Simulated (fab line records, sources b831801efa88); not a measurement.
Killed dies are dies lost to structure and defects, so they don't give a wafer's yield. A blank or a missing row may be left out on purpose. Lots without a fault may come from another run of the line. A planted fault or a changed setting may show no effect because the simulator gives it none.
Problem report in the 8D (eight disciplines) form, filled by code | flow sky130 | the parts of the form that need people (team, actions taken, sign-off) are left out

1. THE PROBLEM
rf_fwd_power_W at SKY_FIELD_ISO_ETCH_14 reads a mean of 414.9 W on 6 wafers of 2 lots; wafers without a fault read 494.2 W with a standard deviation of 2.7. That is -29 standard deviations from the usual mean.
The step: etches BARC in N2/H2, stops on SiO2, time 45.9 s, target depth 60 nm.
First seen on wafer L442.2, day 5 11:07, on rie_diel-01. The record holds 42 wafers of 14 lots with a number at this step. Rule for "out", or "out of limits": more than 4 standard deviations from the usual mean. The other wafers with a number count as sound.

2. WHAT IT IS AND WHAT IT IS NOT
question                    | is                     | is not
which readings at this step | rf_fwd_power_W         | drypump_motor_current_A, oes_product_au
which lots                  | L442, L443             | L427, L428, L429, L430, L431, L432, L433, L434, L435, L436, L437, L450
which wafers of those lots  | all that have a number | -
read on which tools         | rie_diel-01            | rie_diel-02, rie_diel-04
when                        | from day 5 11:07       | up to then (33 sound wafers); but 3 sound wafers of L450 came after

3. SUSPECTS, AND WHAT RULES EACH OUT
Counting: a tool at a process step up to the reading stays a suspect if it ran every lot that is out and no sound lot after the first of them.
- rie_diel-01 at SKY_FIELD_ISO_ETCH_14 (etches BARC in N2/H2, stops on SiO2, time 45.9 s, target depth 60 nm): kept. It ran every lot that is out, first L442 (day 5 11:07), and no sound lot after that; its last sound lot up to then is L437 (day 4 08:37). Its own readings are out on those wafers: rf_fwd_power_W.
Left after counting: rie_diel-01 at SKY_FIELD_ISO_ETCH_14.

4. THE CAUSE (what the simulator had put in)
Process parameter drift: rie_diel-01, from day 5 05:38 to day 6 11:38, at SKY_FIELD_ISO_ETCH_14. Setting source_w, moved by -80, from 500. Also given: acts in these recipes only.
Counting left only this tool.

5. THE CHAIN OF EFFECTS, in route order
Each row: a reading whose mean over the struck wafers that have a number lies more than 3 standard deviations from the usual. Only readings for which the record gives a usual standard deviation are gone through. hours: the time from each lot's start at the first step in this table that gives one to its start at this step, as a median over the lots. sigmas: the change in usual standard deviations.
hours | step                  | reading        | usual   | on struck wafers | change | sigmas
0     | SKY_FIELD_ISO_ETCH_14 | rf_fwd_power_W | 494.2 W | 414.9            | -79.3  | -29
The process steps in it:
- SKY_FIELD_ISO_ETCH_14: etches BARC in N2/H2, stops on SiO2, time 45.9 s, target depth 60 nm.

6. WHAT WOULD HAVE CAUGHT IT SOONER
In this record the first reading out of limits was taken at day 5 11:07, 5 hours after the fault began at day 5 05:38.
